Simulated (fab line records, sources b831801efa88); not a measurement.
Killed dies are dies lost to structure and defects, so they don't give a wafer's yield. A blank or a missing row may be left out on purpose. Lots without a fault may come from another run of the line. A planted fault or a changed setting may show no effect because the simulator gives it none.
Which tool did it? | flow gf180mcu | 6 lots, 18 wafers sampled, at 2 steps of a route of 602

WHAT THE GAUGES READ, wafer by wafer
GF_DUAL_GATE_THK_MEAS_03.
lot  | measured     | on            | DUAL_GATE_OXIDATION_00_THK (nm)
L495 | day 8 00:20  | film_metro-01 | 10.98 11.15 11.23
L498 | day 8 20:25  | film_metro-02 | 11.35 11.21 11.21
L503 | day 10 05:20 | film_metro-02 | 10.88 10.92 10.80
L506 | day 11 07:16 | film_metro-04 | 11.01 10.95 10.75
L510 | day 12 04:43 | film_metro-02 | 11.02 10.86 11.11
L516 | day 13 15:48 | film_metro-01 | 10.81 10.85 10.80

WHICH TOOL RAN EACH LOT (tool, then ch and the chambers of the sampled wafers, then the start)
lot  | GF_VT_IMPLANT_RTA_45
L495 | rtp_anneal-02 ch 0, day 7 21:53
L498 | rtp_anneal-02 ch 0, day 8 17:38
L503 | rtp_anneal-02 ch 0, day 10 03:08
L506 | rtp_anneal-02 ch 0, day 11 03:18
L510 | rtp_anneal-01 ch 0, day 12 01:10
L516 | rtp_anneal-01 ch 0, day 13 13:36
- GF_VT_IMPLANT_RTA_45: time 30 s.

THE ANSWER, worked out from the rows above alone
Rule: what is usual is taken from the lots themselves. Put in order of their means at a reading, lots are off if they are a third of the lots or fewer, leave a main group of 4 or more, and stand apart from it by a gap of 3 or more times the standard deviation of the main group's means; of several such gaps the widest counts. A main group whose means are all the same, to the digits that the tables above print for the reading, isn't used. A lot without any number at a reading at which 4 lots or more have one is off too. The other lots that the step has rows for count as sound.
No lot is off at any reading shown: from this, nothing can be told.

WHAT THE SIMULATOR HAD PUT IN
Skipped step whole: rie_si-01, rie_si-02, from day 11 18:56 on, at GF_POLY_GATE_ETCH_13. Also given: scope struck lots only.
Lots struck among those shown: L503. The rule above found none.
